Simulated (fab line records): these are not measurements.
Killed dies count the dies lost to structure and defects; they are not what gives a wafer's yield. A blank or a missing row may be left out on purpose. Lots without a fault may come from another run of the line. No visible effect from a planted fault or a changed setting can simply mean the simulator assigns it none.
fab line records / flow sky130 / part 2 of 2: steps 21 to 29 of 29
record: lots: 5 wafers: 15 last_day: 49
route steps=708 shown VIA3@584 METAL4@598 CAP2M@603
lots that met no fault: from a run of the same line without faults
start_h: start of the lot's first displayed wafer, in hours after the record's first day / wait_h: hours since the lot's step before / " repeats the value in the row above / L1.1+2: a single row standing in for several wafers / - no value present, or no start provided / * or withheld: withheld / < > ~ a bound
route shown NAME@n: names a module that has steps shown in the file, with the first one's number in the route / usual: the fault-free wafers' mean and standard deviation / same: alike in all rows / chamber/n: place in a boat / sites: readings site by site / _std_site: standard deviation across them / _edge_site: inner sites' mean taken away from outer sites' mean / radius_mm: how far each site lies from the wafer's centre / mask NAME#n: copy n / behind: the last tool/chamber to shape the wafer / hold: cause of the lot's hold/its duration in hours/its outcome / device: whichever transistor did not switch (one of n, p or np) / end of line: the same wafers' tests at the end of the route / where a step has no rows: the recipe by itself / killed: the dies lost at the first sort to structure and to defects; this is not the yield of the wafer / map: dies across one wafer; x = killed, . = not, _ = none there
set.NAME: setting as actually run; set.NAME@STEP: the setting as run at that earlier step / model.NAME: the simulator's own value behind a step, which no gauge read
lots at selected steps of the route; one table per step, one row per wafer
services: the hour from which a tool's chamber was out of use, counted from the record's first day as start_h (under 0 if before that day), plus the number of hours and why
== steps ==
step: SKY_CAP2M_THK_MEAS_01
recipe: reads: SiO2_of_CAP2M_CVD_00
usual: CAP2M_CVD_00_THK: 15.51/0.25
lot.wafer=L075.3 tool=film_metro-01 chamber=- start_h=941.65 wait_h=- CAP2M_CVD_00_THK[nm]=15.24
lot.wafer=L075.5 tool=film_metro-01 chamber=- start_h=941.65 wait_h=- CAP2M_CVD_00_THK[nm]=15.51
lot.wafer=L075.6 tool=film_metro-01 chamber=- start_h=941.65 wait_h=- CAP2M_CVD_00_THK[nm]=15.48
lot.wafer=L082.2 tool=film_metro-03 chamber=- start_h=996.23 wait_h=- CAP2M_CVD_00_THK[nm]=15.61
lot.wafer=L082.3 tool=film_metro-03 chamber=- start_h=996.23 wait_h=- CAP2M_CVD_00_THK[nm]=15.34
lot.wafer=L082.5 tool=film_metro-03 chamber=- start_h=996.23 wait_h=- CAP2M_CVD_00_THK[nm]=15.83
lot.wafer=L083.2 tool=film_metro-01 chamber=- start_h=1003.55 wait_h=- CAP2M_CVD_00_THK[nm]=15.25
lot.wafer=L083.3 tool=film_metro-01 chamber=- start_h=1003.55 wait_h=- CAP2M_CVD_00_THK[nm]=14.91
lot.wafer=L083.6 tool=film_metro-01 chamber=- start_h=1003.55 wait_h=- CAP2M_CVD_00_THK[nm]=15.27
lot.wafer=L087.1 tool=film_metro-03 chamber=- start_h=1027.68 wait_h=- CAP2M_CVD_00_THK[nm]=15.15
lot.wafer=L087.3 tool=film_metro-03 chamber=- start_h=1027.68 wait_h=- CAP2M_CVD_00_THK[nm]=15.10
lot.wafer=L087.6 tool=film_metro-03 chamber=- start_h=1027.68 wait_h=- CAP2M_CVD_00_THK[nm]=15.44
lot.wafer=L091.1 tool=film_metro-01 chamber=- start_h=1059.42 wait_h=- CAP2M_CVD_00_THK[nm]=15.19
lot.wafer=L091.3 tool=film_metro-01 chamber=- start_h=1059.42 wait_h=- CAP2M_CVD_00_THK[nm]=15.41
lot.wafer=L091.5 tool=film_metro-01 chamber=- start_h=1059.42 wait_h=- CAP2M_CVD_00_THK[nm]=15.46
step: SKY_CAP2M_SPUTTER_02
recipe: material: TiN target_thk_nm: 200 temp_c: 300 power_w: 6500 time_s: 166.7 chamber_pressure_pa: 0.4
usual: cathode_dc_power_W: 6500.1/1.1 chamber_pressure_pa: 0.3999/0.00074 susceptor_temp_C: 300.00/0.19 throttle_valve_pct: 30.4/1
lot.wafer=L075.3 tool=pvd_sputter-02 chamber=- start_h=941.69 wait_h=0.0 cathode_dc_power_W=6498.3 chamber_pressure_pa=0.3997 susceptor_temp_C=299.98 throttle_valve_pct=30.9
lot.wafer=L075.5 tool=pvd_sputter-02 chamber=- start_h=941.69 wait_h=0.0 cathode_dc_power_W=6500.3 chamber_pressure_pa=0.3996 susceptor_temp_C=299.72 throttle_valve_pct=31.7
lot.wafer=L075.6 tool=pvd_sputter-02 chamber=- start_h=941.69 wait_h=0.0 cathode_dc_power_W=6500.8 chamber_pressure_pa=0.4010 susceptor_temp_C=300.38 throttle_valve_pct=29.0
lot.wafer=L082.2 tool=pvd_sputter-02 chamber=- start_h=996.28 wait_h=0.0 cathode_dc_power_W=6500.8 chamber_pressure_pa=0.4001 susceptor_temp_C=300.18 throttle_valve_pct=30.1
lot.wafer=L082.3 tool=pvd_sputter-02 chamber=- start_h=996.28 wait_h=0.0 cathode_dc_power_W=6500.6 chamber_pressure_pa=0.4000 susceptor_temp_C=299.81 throttle_valve_pct=31.7
lot.wafer=L082.5 tool=pvd_sputter-02 chamber=- start_h=996.28 wait_h=0.0 cathode_dc_power_W=6499.6 chamber_pressure_pa=0.4001 susceptor_temp_C=300.04 throttle_valve_pct=29.0
lot.wafer=L083.2 tool=pvd_sputter-02 chamber=- start_h=1003.60 wait_h=0.0 cathode_dc_power_W=6499.9 chamber_pressure_pa=0.4012 susceptor_temp_C=299.80 throttle_valve_pct=28.9
lot.wafer=L083.3 tool=pvd_sputter-02 chamber=- start_h=1003.60 wait_h=0.0 cathode_dc_power_W=6501.7 chamber_pressure_pa=0.3998 susceptor_temp_C=299.47 throttle_valve_pct=30.7
lot.wafer=L083.6 tool=pvd_sputter-02 chamber=- start_h=1003.60 wait_h=0.0 cathode_dc_power_W=6499.6 chamber_pressure_pa=0.4003 susceptor_temp_C=300.12 throttle_valve_pct=31.4
lot.wafer=L087.1 tool=pvd_sputter-03 chamber=- start_h=1027.74 wait_h=0.1 cathode_dc_power_W=6499.4 chamber_pressure_pa=0.4002 susceptor_temp_C=300.13 throttle_valve_pct=30.3
lot.wafer=L087.3 tool=pvd_sputter-03 chamber=- start_h=1027.74 wait_h=0.1 cathode_dc_power_W=6500.0 chamber_pressure_pa=0.4000 susceptor_temp_C=300.00 throttle_valve_pct=31.1
lot.wafer=L087.6 tool=pvd_sputter-03 chamber=- start_h=1027.74 wait_h=0.1 cathode_dc_power_W=6500.8 chamber_pressure_pa=0.3992 susceptor_temp_C=299.87 throttle_valve_pct=29.8
lot.wafer=L091.1 tool=pvd_sputter-02 chamber=- start_h=1059.48 wait_h=0.1 cathode_dc_power_W=6500.7 chamber_pressure_pa=0.4013 susceptor_temp_C=300.33 throttle_valve_pct=28.9
lot.wafer=L091.3 tool=pvd_sputter-02 chamber=- start_h=1059.48 wait_h=0.1 cathode_dc_power_W=6501.0 chamber_pressure_pa=0.4003 susceptor_temp_C=299.53 throttle_valve_pct=31.2
lot.wafer=L091.5 tool=pvd_sputter-02 chamber=- start_h=1059.48 wait_h=0.1 cathode_dc_power_W=6497.7 chamber_pressure_pa=0.3997 susceptor_temp_C=300.27 throttle_valve_pct=28.9
step: SKY_CAP2M_RS_MEAS_03
recipe: thk_meas_gauge: four-point-probe reads: TiN_of_CAP2M_SPUTTER_02
usual: CAP2M_TIN_RS: 6.88/0.083
lot.wafer=L075.3 tool=film_metro-04 chamber=- start_h=941.84 wait_h=0.1 CAP2M_TIN_RS[ohm/sq]=6.72
lot.wafer=L075.5 tool=film_metro-04 chamber=- start_h=941.84 wait_h=0.1 CAP2M_TIN_RS[ohm/sq]=6.75
lot.wafer=L075.6 tool=film_metro-04 chamber=- start_h=941.84 wait_h=0.1 CAP2M_TIN_RS[ohm/sq]=6.95
lot.wafer=L082.2 tool=film_metro-04 chamber=- start_h=996.41 wait_h=0.1 CAP2M_TIN_RS[ohm/sq]=6.74
lot.wafer=L082.3 tool=film_metro-04 chamber=- start_h=996.41 wait_h=0.1 CAP2M_TIN_RS[ohm/sq]=6.78
lot.wafer=L082.5 tool=film_metro-04 chamber=- start_h=996.41 wait_h=0.1 CAP2M_TIN_RS[ohm/sq]=6.89
lot.wafer=L083.2 tool=film_metro-04 chamber=- start_h=1003.73 wait_h=0.1 CAP2M_TIN_RS[ohm/sq]=6.87
lot.wafer=L083.3 tool=film_metro-04 chamber=- start_h=1003.73 wait_h=0.1 CAP2M_TIN_RS[ohm/sq]=6.76
lot.wafer=L083.6 tool=film_metro-04 chamber=- start_h=1003.73 wait_h=0.1 CAP2M_TIN_RS[ohm/sq]=6.77
lot.wafer=L087.1 tool=film_metro-04 chamber=- start_h=1027.85 wait_h=0.1 CAP2M_TIN_RS[ohm/sq]=6.97
lot.wafer=L087.3 tool=film_metro-04 chamber=- start_h=1027.85 wait_h=0.1 CAP2M_TIN_RS[ohm/sq]=6.93
lot.wafer=L087.6 tool=film_metro-04 chamber=- start_h=1027.85 wait_h=0.1 CAP2M_TIN_RS[ohm/sq]=6.88
lot.wafer=L091.1 tool=film_metro-01 chamber=- start_h=1059.59 wait_h=0.1 CAP2M_TIN_RS[ohm/sq]=6.96
lot.wafer=L091.3 tool=film_metro-01 chamber=- start_h=1059.59 wait_h=0.1 CAP2M_TIN_RS[ohm/sq]=6.85
lot.wafer=L091.5 tool=film_metro-01 chamber=- start_h=1059.59 wait_h=0.1 CAP2M_TIN_RS[ohm/sq]=7.01
step: SKY_CAP2M_THK_MEAS_04
recipe: thk_meas_gauge: xrf reads: TiN_of_CAP2M_SPUTTER_02
usual: CAP2M_TIN_THK: 200.3/2.4
lot.wafer=L075.3 tool=film_metro-04 chamber=- start_h=941.94 wait_h=0.1 CAP2M_TIN_THK[nm]=203.7
lot.wafer=L075.5 tool=film_metro-04 chamber=- start_h=941.94 wait_h=0.1 CAP2M_TIN_THK[nm]=203.0
lot.wafer=L075.6 tool=film_metro-04 chamber=- start_h=941.94 wait_h=0.1 CAP2M_TIN_THK[nm]=197.9
lot.wafer=L082.2 tool=film_metro-04 chamber=- start_h=996.52 wait_h=0.1 CAP2M_TIN_THK[nm]=205.2
lot.wafer=L082.3 tool=film_metro-04 chamber=- start_h=996.52 wait_h=0.1 CAP2M_TIN_THK[nm]=204.0
lot.wafer=L082.5 tool=film_metro-04 chamber=- start_h=996.52 wait_h=0.1 CAP2M_TIN_THK[nm]=200.8
lot.wafer=L083.2 tool=film_metro-04 chamber=- start_h=1003.84 wait_h=0.1 CAP2M_TIN_THK[nm]=201.4
lot.wafer=L083.3 tool=film_metro-04 chamber=- start_h=1003.84 wait_h=0.1 CAP2M_TIN_THK[nm]=204.6
lot.wafer=L083.6 tool=film_metro-04 chamber=- start_h=1003.84 wait_h=0.1 CAP2M_TIN_THK[nm]=203.7
lot.wafer=L087.1 tool=film_metro-04 chamber=- start_h=1027.97 wait_h=0.1 CAP2M_TIN_THK[nm]=199.4
lot.wafer=L087.3 tool=film_metro-04 chamber=- start_h=1027.97 wait_h=0.1 CAP2M_TIN_THK[nm]=199.8
lot.wafer=L087.6 tool=film_metro-04 chamber=- start_h=1027.97 wait_h=0.1 CAP2M_TIN_THK[nm]=201.4
lot.wafer=L091.1 tool=film_metro-01 chamber=- start_h=1059.71 wait_h=0.1 CAP2M_TIN_THK[nm]=198.3
lot.wafer=L091.3 tool=film_metro-01 chamber=- start_h=1059.71 wait_h=0.1 CAP2M_TIN_THK[nm]=200.8
lot.wafer=L091.5 tool=film_metro-01 chamber=- start_h=1059.71 wait_h=0.1 CAP2M_TIN_THK[nm]=196.5
step: SKY_CAP2M_DEHYDRATE_05
recipe: temp_c: 200 time_s: 60
usual: resist_line_temp_C: 23.03/0.1
lot.wafer=L075.3 tool=litho_track-01 chamber=0 start_h=952.69 wait_h=10.7 resist_line_temp_C=23.06
lot.wafer=L075.5 tool=litho_track-01 chamber=0 start_h=952.69 wait_h=10.7 resist_line_temp_C=23.10
lot.wafer=L075.6 tool=litho_track-01 chamber=0 start_h=952.69 wait_h=10.7 resist_line_temp_C=23.01
lot.wafer=L082.2 tool=litho_track-04 chamber=0 start_h=1007.46 wait_h=10.9 resist_line_temp_C=23.14
lot.wafer=L082.3 tool=litho_track-04 chamber=0 start_h=1007.46 wait_h=10.9 resist_line_temp_C=23.19
lot.wafer=L082.5 tool=litho_track-04 chamber=0 start_h=1007.46 wait_h=10.9 resist_line_temp_C=23.05
lot.wafer=L083.2 tool=litho_track-01 chamber=0 start_h=1014.22 wait_h=10.4 resist_line_temp_C=22.98
lot.wafer=L083.3 tool=litho_track-01 chamber=0 start_h=1014.22 wait_h=10.4 resist_line_temp_C=23.04
lot.wafer=L083.6 tool=litho_track-01 chamber=0 start_h=1014.22 wait_h=10.4 resist_line_temp_C=22.90
lot.wafer=L087.1 tool=litho_track-03 chamber=0 start_h=1037.70 wait_h=9.7 resist_line_temp_C=23.15
lot.wafer=L087.3 tool=litho_track-03 chamber=0 start_h=1037.70 wait_h=9.7 resist_line_temp_C=23.12
lot.wafer=L087.6 tool=litho_track-03 chamber=0 start_h=1037.70 wait_h=9.7 resist_line_temp_C=23.17
lot.wafer=L091.1 tool=litho_track-01 chamber=0 start_h=1069.99 wait_h=10.3 resist_line_temp_C=23.05
lot.wafer=L091.3 tool=litho_track-01 chamber=0 start_h=1069.99 wait_h=10.3 resist_line_temp_C=23.07
lot.wafer=L091.5 tool=litho_track-01 chamber=0 start_h=1069.99 wait_h=10.3 resist_line_temp_C=22.95
step: SKY_CAP2M_HMDS_06
recipe: prime_time_s: 60 prime_temp_c: 120
usual: resist_line_temp_C: 22.99/0.11
lot.wafer=L075.3 tool=litho_track-01 chamber=0 start_h=952.84 wait_h=0.1 resist_line_temp_C=22.98
lot.wafer=L075.5 tool=litho_track-01 chamber=0 start_h=952.84 wait_h=0.1 resist_line_temp_C=23.03
lot.wafer=L075.6 tool=litho_track-01 chamber=0 start_h=952.84 wait_h=0.1 resist_line_temp_C=22.94
lot.wafer=L082.2 tool=litho_track-04 chamber=0 start_h=1007.61 wait_h=0.1 resist_line_temp_C=22.79
lot.wafer=L082.3 tool=litho_track-04 chamber=0 start_h=1007.61 wait_h=0.1 resist_line_temp_C=23.03
lot.wafer=L082.5 tool=litho_track-04 chamber=0 start_h=1007.61 wait_h=0.1 resist_line_temp_C=22.89
lot.wafer=L083.2 tool=litho_track-01 chamber=0 start_h=1014.37 wait_h=0.1 resist_line_temp_C=22.92
lot.wafer=L083.3 tool=litho_track-01 chamber=0 start_h=1014.37 wait_h=0.1 resist_line_temp_C=22.88
lot.wafer=L083.6 tool=litho_track-01 chamber=0 start_h=1014.37 wait_h=0.1 resist_line_temp_C=23.18
lot.wafer=L087.1 tool=litho_track-03 chamber=0 start_h=1037.85 wait_h=0.1 resist_line_temp_C=22.83
lot.wafer=L087.3 tool=litho_track-03 chamber=0 start_h=1037.85 wait_h=0.1 resist_line_temp_C=22.83
lot.wafer=L087.6 tool=litho_track-03 chamber=0 start_h=1037.85 wait_h=0.1 resist_line_temp_C=22.95
lot.wafer=L091.1 tool=litho_track-01 chamber=0 start_h=1070.14 wait_h=0.1 resist_line_temp_C=22.84
lot.wafer=L091.3 tool=litho_track-01 chamber=0 start_h=1070.14 wait_h=0.1 resist_line_temp_C=22.97
lot.wafer=L091.5 tool=litho_track-01 chamber=0 start_h=1070.14 wait_h=0.1 resist_line_temp_C=23.06
step: SKY_CAP2M_COAT_07
recipe: resist: NOVOLAK spin_rpm: 3000 resist_thk_nm: 1140
usual: resist_line_temp_C: 22.98/0.11
lot.wafer=L075.3 tool=litho_track-01 chamber=0 start_h=952.99 wait_h=0.1 resist_line_temp_C=23.10
lot.wafer=L075.5 tool=litho_track-01 chamber=0 start_h=952.99 wait_h=0.1 resist_line_temp_C=23.04
lot.wafer=L075.6 tool=litho_track-01 chamber=0 start_h=952.99 wait_h=0.1 resist_line_temp_C=23.03
lot.wafer=L082.2 tool=litho_track-04 chamber=0 start_h=1007.76 wait_h=0.1 resist_line_temp_C=22.90
lot.wafer=L082.3 tool=litho_track-04 chamber=0 start_h=1007.76 wait_h=0.1 resist_line_temp_C=22.95
lot.wafer=L082.5 tool=litho_track-04 chamber=0 start_h=1007.76 wait_h=0.1 resist_line_temp_C=22.96
lot.wafer=L083.2 tool=litho_track-01 chamber=0 start_h=1014.52 wait_h=0.1 resist_line_temp_C=22.98
lot.wafer=L083.3 tool=litho_track-01 chamber=0 start_h=1014.52 wait_h=0.1 resist_line_temp_C=23.01
lot.wafer=L083.6 tool=litho_track-01 chamber=0 start_h=1014.52 wait_h=0.1 resist_line_temp_C=22.92
lot.wafer=L087.1 tool=litho_track-03 chamber=0 start_h=1038.00 wait_h=0.1 resist_line_temp_C=22.95
lot.wafer=L087.3 tool=litho_track-03 chamber=0 start_h=1038.00 wait_h=0.1 resist_line_temp_C=23.09
lot.wafer=L087.6 tool=litho_track-03 chamber=0 start_h=1038.00 wait_h=0.1 resist_line_temp_C=23.05
lot.wafer=L091.1 tool=litho_track-01 chamber=0 start_h=1070.29 wait_h=0.1 resist_line_temp_C=22.92
lot.wafer=L091.3 tool=litho_track-01 chamber=0 start_h=1070.29 wait_h=0.1 resist_line_temp_C=23.02
lot.wafer=L091.5 tool=litho_track-01 chamber=0 start_h=1070.29 wait_h=0.1 resist_line_temp_C=23.04
step: SKY_CAP2M_SOFTBAKE_08
recipe: temp_c: 90 time_s: 60 resist: NOVOLAK
usual: resist_line_temp_C: 23.01/0.11
lot.wafer=L075.3 tool=litho_track-01 chamber=0 start_h=953.14 wait_h=0.1 resist_line_temp_C=23.15
lot.wafer=L075.5 tool=litho_track-01 chamber=0 start_h=953.14 wait_h=0.1 resist_line_temp_C=23.26
lot.wafer=L075.6 tool=litho_track-01 chamber=0 start_h=953.14 wait_h=0.1 resist_line_temp_C=23.20
lot.wafer=L082.2 tool=litho_track-04 chamber=0 start_h=1007.91 wait_h=0.1 resist_line_temp_C=23.16
lot.wafer=L082.3 tool=litho_track-04 chamber=0 start_h=1007.91 wait_h=0.1 resist_line_temp_C=23.06
lot.wafer=L082.5 tool=litho_track-04 chamber=0 start_h=1007.91 wait_h=0.1 resist_line_temp_C=23.07
lot.wafer=L083.2 tool=litho_track-01 chamber=0 start_h=1014.67 wait_h=0.1 resist_line_temp_C=23.05
lot.wafer=L083.3 tool=litho_track-01 chamber=0 start_h=1014.67 wait_h=0.1 resist_line_temp_C=23.00
lot.wafer=L083.6 tool=litho_track-01 chamber=0 start_h=1014.67 wait_h=0.1 resist_line_temp_C=23.00
lot.wafer=L087.1 tool=litho_track-03 chamber=0 start_h=1038.15 wait_h=0.1 resist_line_temp_C=22.74
lot.wafer=L087.3 tool=litho_track-03 chamber=0 start_h=1038.15 wait_h=0.1 resist_line_temp_C=22.86
lot.wafer=L087.6 tool=litho_track-03 chamber=0 start_h=1038.15 wait_h=0.1 resist_line_temp_C=22.84
lot.wafer=L091.1 tool=litho_track-01 chamber=0 start_h=1070.44 wait_h=0.1 resist_line_temp_C=22.94
lot.wafer=L091.3 tool=litho_track-01 chamber=0 start_h=1070.44 wait_h=0.1 resist_line_temp_C=23.05
lot.wafer=L091.5 tool=litho_track-01 chamber=0 start_h=1070.44 wait_h=0.1 resist_line_temp_C=23.06
step: SKY_CAP2M_EXPOSE_09
recipe: mask_id: CAP2M na: 0.6 source_shape: conventional sigma_outer: 0.6 polarization: unpolarized target_cd_nm: 1000 dose_mj: 159
usual: focus_offset_nm: -0.1/0.5 reticle_temp_C: 23.01/0.1
lot.wafer=L075.3 tool=iline_stepper-02 chamber=0 start_h=- wait_h=- mask=CAP2M#0 focus_offset_nm=0.4 reticle_temp_C=23.01
lot.wafer=L075.5 tool=iline_stepper-02 chamber=0 start_h=- wait_h=- mask=CAP2M#0 focus_offset_nm=-0.5 reticle_temp_C=23.14
lot.wafer=L075.6 tool=iline_stepper-02 chamber=0 start_h=- wait_h=- mask=CAP2M#0 focus_offset_nm=-0.2 reticle_temp_C=23.14
lot.wafer=L082.2 tool=iline_stepper-01 chamber=0 start_h=- wait_h=- mask=CAP2M#0 focus_offset_nm=-0.2 reticle_temp_C=22.95
lot.wafer=L082.3 tool=iline_stepper-01 chamber=0 start_h=- wait_h=- mask=CAP2M#0 focus_offset_nm=0.6 reticle_temp_C=22.95
lot.wafer=L082.5 tool=iline_stepper-01 chamber=0 start_h=- wait_h=- mask=CAP2M#0 focus_offset_nm=-0.2 reticle_temp_C=22.87
lot.wafer=L083.2 tool=iline_stepper-02 chamber=0 start_h=- wait_h=- mask=CAP2M#0 focus_offset_nm=0.3 reticle_temp_C=22.99
lot.wafer=L083.3 tool=iline_stepper-02 chamber=0 start_h=- wait_h=- mask=CAP2M#0 focus_offset_nm=0.3 reticle_temp_C=22.84
lot.wafer=L083.6 tool=iline_stepper-02 chamber=0 start_h=- wait_h=- mask=CAP2M#0 focus_offset_nm=0.0 reticle_temp_C=22.97
lot.wafer=L087.1 tool=iline_stepper-02 chamber=0 start_h=- wait_h=- mask=CAP2M#0 focus_offset_nm=0.0 reticle_temp_C=22.97
lot.wafer=L087.3 tool=iline_stepper-02 chamber=0 start_h=- wait_h=- mask=CAP2M#0 focus_offset_nm=-0.1 reticle_temp_C=23.09
lot.wafer=L087.6 tool=iline_stepper-02 chamber=0 start_h=- wait_h=- mask=CAP2M#0 focus_offset_nm=-0.2 reticle_temp_C=22.93
lot.wafer=L091.1 tool=iline_stepper-01 chamber=0 start_h=- wait_h=- mask=CAP2M#0 focus_offset_nm=-0.1 reticle_temp_C=22.88
lot.wafer=L091.3 tool=iline_stepper-01 chamber=0 start_h=- wait_h=- mask=CAP2M#0 focus_offset_nm=-0.2 reticle_temp_C=22.94
lot.wafer=L091.5 tool=iline_stepper-01 chamber=0 start_h=- wait_h=- mask=CAP2M#0 focus_offset_nm=0.2 reticle_temp_C=22.97
== services ==
tool=pvd_sputter-03 chamber=- start_h=917.05 hours=0.6 kind=repair
tool=pvd_sputter-04 chamber=- start_h=932.89 hours=11.4 kind=repair
tool=cmp-02 chamber=- start_h=935.29 hours=26.3 kind=pm
tool=rie_diel-04 chamber=0 start_h=938.29 hours=20.2 kind=repair
tool=wet_bench-01 chamber=- start_h=941.16 hours=2.2 kind=repair
tool=pvd_sputter-04 chamber=- start_h=949.14 hours=3.7 kind=repair
tool=pvd_sputter-02 chamber=- start_h=952.40 hours=1.0 kind=repair
tool=cmp-01 chamber=- start_h=957.46 hours=1.4 kind=repair
tool=iline_stepper-01 chamber=- start_h=963.31 hours=5.1 kind=repair
tool=cmp-01 chamber=- start_h=964.94 hours=14.4 kind=pm
tool=iline_stepper-01 chamber=- start_h=970.59 hours=4.4 kind=pm
tool=wet_bench-01 chamber=- start_h=977.78 hours=0.5 kind=repair
tool=iline_stepper-01 chamber=- start_h=982.33 hours=1.0 kind=repair
tool=pvd_sputter-03 chamber=- start_h=985.56 hours=0.9 kind=repair
tool=pecvd-01 chamber=- start_h=986.67 hours=6.0 kind=pm
tool=cmp-02 chamber=- start_h=991.96 hours=1.7 kind=repair
tool=pecvd-01 chamber=- start_h=997.52 hours=1.6 kind=repair
tool=plasma_asher-03 chamber=- start_h=1009.94 hours=2.8 kind=pm
tool=rie_diel-02 chamber=2 start_h=1013.54 hours=2.4 kind=repair
tool=pvd_sputter-01 chamber=- start_h=1035.01 hours=0.6 kind=repair
tool=iline_stepper-02 chamber=- start_h=1039.56 hours=1.7 kind=pm
tool=rie_diel-02 chamber=2 start_h=1046.76 hours=4.1 kind=repair
tool=rie_diel-02 chamber=2 start_h=1057.46 hours=16.1 kind=repair
tool=pvd_sputter-01 chamber=- start_h=1070.61 hours=1.1 kind=repair
